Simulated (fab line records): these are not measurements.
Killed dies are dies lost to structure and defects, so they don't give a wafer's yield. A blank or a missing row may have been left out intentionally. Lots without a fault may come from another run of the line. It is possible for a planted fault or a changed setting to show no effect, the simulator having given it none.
Which tool did it? + flow sky130 + 12 lots with 36 wafers sampled at 6 steps, on a route of 708 steps

== WHAT THE GAUGES SHOWED, per wafer ==
SKY_SD_P_TW_MEAS_11.
| lot  | measured     | on           | SD_P_TW        |
|------|--------------|--------------|----------------|
| L769 | day 25 18:08 | filmMetro-01 | 2829 2835 2847 |
| L770 | day 26 05:50 | filmMetro-02 | 2839 2848 2857 |
| L771 | day 26 14:24 | filmMetro-01 | 2823 2830 2821 |
| L773 | day 27 03:32 | filmMetro-01 | 2818 2828 2816 |
| L774 | day 28 17:21 | filmMetro-02 | 2816 2835 2828 |
| L775 | day 28 17:31 | filmMetro-03 | 2776 2789 2800 |
| L777 | day 28 18:50 | filmMetro-02 | 2839 2821 2823 |
| L778 | day 28 19:43 | filmMetro-02 | 2794 2822 2815 |
| L782 | day 30 04:39 | filmMetro-03 | 2801 2797 2808 |
| L784 | day 30 21:22 | filmMetro-01 | 2814 2829 2835 |
| L787 | day 31 15:59 | filmMetro-01 | 2826 2826 2830 |
| L790 | day 32 17:13 | filmMetro-01 | 2849 2837 2842 |

SKY_SD_N_RS_MEAS_18: a four-point-probe measurement.
| lot  | measured     | on           | RES_XHIGH_RS (ohm/sq) |
|------|--------------|--------------|-----------------------|
| L769 | day 28 04:47 | filmMetro-01 | 336.9 338.5 336.6     |
| L770 | day 28 14:39 | filmMetro-03 | 333.6 335.3 336.3     |
| L771 | day 29 01:01 | filmMetro-02 | 337.1 338.0 335.8     |
| L773 | day 29 13:10 | filmMetro-03 | 335.6 336.0 334.8     |
| L774 | day 31 02:17 | filmMetro-02 | 339.6 339.0 339.8     |
| L775 | day 31 03:11 | filmMetro-01 | 335.7 335.2 334.9     |
| L777 | day 31 04:02 | filmMetro-01 | 337.9 338.4 337.8     |
| L778 | day 31 05:16 | filmMetro-02 | 336.9 335.5 335.8     |
| L782 | day 32 11:29 | filmMetro-01 | 336.3 337.2 337.0     |
| L784 | day 33 04:05 | filmMetro-01 | 336.1 337.3 335.8     |
| L787 | day 33 21:48 | filmMetro-01 | 336.6 336.5 336.5     |
| L790 | day 35 00:03 | filmMetro-02 | 338.1 338.1 338.7     |

SKY_LI_CONTACT_THK_MEAS_01.
| lot  | measured     | on           | LI_CONTACT_HDPCVD_THK (nm) |
|------|--------------|--------------|----------------------------|
| L769 | day 28 05:01 | filmMetro-03 | 938 942 938                |
| L770 | day 28 14:53 | filmMetro-01 | 934 921 930                |
| L771 | day 29 01:16 | filmMetro-01 | 949 926 937                |
| L773 | day 29 13:23 | filmMetro-01 | 928 924 923                |
| L774 | day 31 02:31 | filmMetro-01 | 937 936 942                |
| L775 | day 31 03:25 | filmMetro-01 | 944 944 925                |
| L777 | day 31 04:15 | filmMetro-01 | 923 939 930                |
| L778 | day 31 05:29 | filmMetro-03 | 941 942 938                |
| L782 | day 32 11:42 | filmMetro-03 | 926 923 923                |
| L784 | day 33 04:19 | filmMetro-02 | 734 741 747                |
| L787 | day 33 22:01 | filmMetro-03 | 723 705 731                |
| L790 | day 35 00:17 | filmMetro-03 | 934 935 943                |

SKY_LI_CONTACT_CD_MEAS_12: the cd target is 170 nm.
| lot  | measured     | on       | cdNm (nm)         |
|------|--------------|----------|-------------------|
| L769 | day 29 09:16 | cdSem-01 | 169.5 170.9 170.2 |
| L770 | day 29 19:01 | cdSem-02 | 171.1 170.6 169.7 |
| L771 | day 30 05:34 | cdSem-02 | 172.1 171.8 171.4 |
| L773 | day 30 17:40 | cdSem-02 | 170.0 169.7 169.4 |
| L774 | day 32 05:29 | cdSem-01 | 173.5 173.2 172.0 |
| L775 | day 32 06:25 | cdSem-01 | 174.0 171.6 171.0 |
| L777 | day 32 07:51 | cdSem-01 | 172.2 172.0 170.6 |
| L778 | day 32 09:05 | cdSem-01 | 170.5 168.6 170.8 |
| L782 | day 33 15:56 | cdSem-01 | 166.9 168.9 168.8 |
| L784 | day 34 07:08 | cdSem-01 | 168.9 168.2 169.2 |
| L787 | day 35 01:29 | cdSem-02 | 170.7 171.6 171.7 |
| L790 | day 36 03:32 | cdSem-02 | 169.0 169.4 168.7 |

== WHAT TOOL EACH LOT RAN ON (gives the tool, then ch and the chambers of the sampled wafers, and finally the start) ==
| lot  | SKY_LI_CONTACT_HDPCVD_00         | SKY_LI_CONTACT_CMP_02         |
|------|----------------------------------|-------------------------------|
| L769 | hdpcvd-01 ch 0,1,2, day 28 04:55 | cmp-01 ch 0,1,2, day 28 05:07 |
| L770 | hdpcvd-01 ch 0,1, day 28 14:46   | cmp-02 ch 0,2,3, day 28 14:56 |
| L771 | hdpcvd-02 ch 0,1, day 29 01:10   | cmp-02 ch 2,3, day 29 01:19   |
| L773 | hdpcvd-01 ch 0,1,2, day 29 13:16 | cmp-02 ch 0,1,2, day 29 13:31 |
| L774 | hdpcvd-02 ch 0,2, day 31 02:25   | cmp-02 ch 0,1,2, day 31 02:38 |
| L775 | hdpcvd-01 ch 1,2, day 31 03:19   | cmp-02 ch 0,1,2, day 31 03:28 |
| L777 | hdpcvd-01 ch 0,1,2, day 31 04:10 | cmp-02 ch 2,3, day 31 04:20   |
| L778 | hdpcvd-01 ch 0,1,2, day 31 05:22 | cmp-02 ch 1,2, day 31 05:52   |
| L782 | hdpcvd-02 ch 0,1,2, day 32 11:37 | cmp-01 ch 0,1, day 32 11:44   |
| L784 | hdpcvd-02 ch 1,2, day 33 04:13   | cmp-01 ch 1,3, day 33 04:26   |
| L787 | hdpcvd-02 ch 0,2, day 33 21:55   | cmp-01 ch 0,1, day 33 22:07   |
| L790 | hdpcvd-01 ch 0,2, day 35 00:10   | cmp-01 ch 0,1,2, day 35 00:20 |
- SKY_LI_CONTACT_HDPCVD_00: deposits PSG, target thk 930 nm, time 155 s.
- SKY_LI_CONTACT_CMP_02: polishes PSG.

== AS READ BY THE TOOLS THEMSELVES (means over the sampled wafers that have a number; for cases with no such wafer, the mark the record gives instead) ==
SKY_LI_CONTACT_HDPCVD_00.
| lot  | tool      | runLengthS (s) |
|------|-----------|----------------|
| L769 | hdpcvd-01 | 182.7          |
| L770 | hdpcvd-01 | 182.5          |
| L771 | hdpcvd-02 | 183.3          |
| L773 | hdpcvd-01 | 182.6          |
| L774 | hdpcvd-02 | 182.8          |
| L775 | hdpcvd-01 | 182.5          |
| L777 | hdpcvd-01 | 183.0          |
| L778 | hdpcvd-01 | 182.8          |
| L782 | hdpcvd-02 | 182.9          |
| L784 | hdpcvd-02 | 148.2          |
| L787 | hdpcvd-02 | 147.9          |
| L790 | hdpcvd-01 | 182.7          |

SKY_LI_CONTACT_CMP_02.
| lot  | tool   | headPressurePsi (psi) | motorCurrentA (A) | slurryFlowMlMin | timeToEndpointS (s) |
|------|--------|-----------------------|-------------------|-----------------|---------------------|
| L769 | cmp-01 | 4.005                 | 11.5              | 150.4           | 31.9                |
| L770 | cmp-02 | 3.993                 | 11.4              | 149.3           | 32.0                |
| L771 | cmp-02 | 3.999                 | 11.3              | 150.7           | 33.1                |
| L773 | cmp-02 | 3.995                 | 10.8              | 150.0           | 31.7                |
| L774 | cmp-02 | 4.002                 | 11.0              | 149.7           | 35.0                |
| L775 | cmp-02 | 3.998                 | 10.9              | 150.1           | 32.9                |
| L777 | cmp-02 | 4.002                 | 11.8              | 149.9           | 29.8                |
| L778 | cmp-02 | 3.991                 | 10.7              | 150.5           | 33.4                |
| L782 | cmp-01 | 4.007                 | 11.5              | 149.8           | 30.3                |
| L784 | cmp-01 | 3.993                 | 11.9              | 150.0           | 13.7                |
| L787 | cmp-01 | 4.002                 | 11.1              | 150.4           | 7.8                 |
| L790 | cmp-01 | 4.004                 | 11.4              | 150.0           | 29.8                |

== THE ANSWER, worked out from the rows above alone ==
Rule: usual is defined by the lots themselves. The widest of any qualifying gaps counts: lots, ordered by their means at a reading, are off when they make up no more than a third of the lots, leave a main group of 4 or more, and stand apart from it by 3 or more times the standard deviation of that group's means. A main group whose means are all the same, to the digits that the tables above print for the reading, isn't used. A lot without any number at a reading at which 4 lots or more have one is off too. All remaining lots with rows at the step are treated as sound. After the gauges, taken in route order, come the tools' own readings; for these a lot's mean is taken, as printed above. The first step at which some lot is off is used, and at that step the reading that is off furthest; a lot without a number counts as furthest.
Off: at SKY_LI_CONTACT_THK_MEAS_01 (LI_CONTACT_HDPCVD_THK), L784, L787. The main group: mean 934 nm, standard deviation 5.9.
If a tool, at a process step before that reading, ran all the lots that are off and no sound lot after the first of them, it fits. The gauges at SKY_LI_CONTACT_THK_MEAS_01 aren't tried: what is off there is off at SKY_LI_CONTACT_HDPCVD_00 too, on other tools, and a gauge's error can't cause that. One fits: SKY_LI_CONTACT_HDPCVD_00 on hdpcvd-02. Its last sound lot is L782 (day 32 11:37), its first lot that is off L784 (day 33 04:13): a fault that began between those two fits.
The tool's own readings at SKY_LI_CONTACT_HDPCVD_00 bear it out: on the lots that are off they differ by more than 5 times the standard deviation of the sound lots' means. runLengthS reads 148.1 s there against 182.8 s on the sound lots.

== WHAT WAS PUT IN BY THE SIMULATOR ==
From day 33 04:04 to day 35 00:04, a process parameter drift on hdpcvd-02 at SKY_LI_CONTACT_HDPCVD_00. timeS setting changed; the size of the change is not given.
Struck lots among those shown: L784, L787. This agrees with what the rule above found.
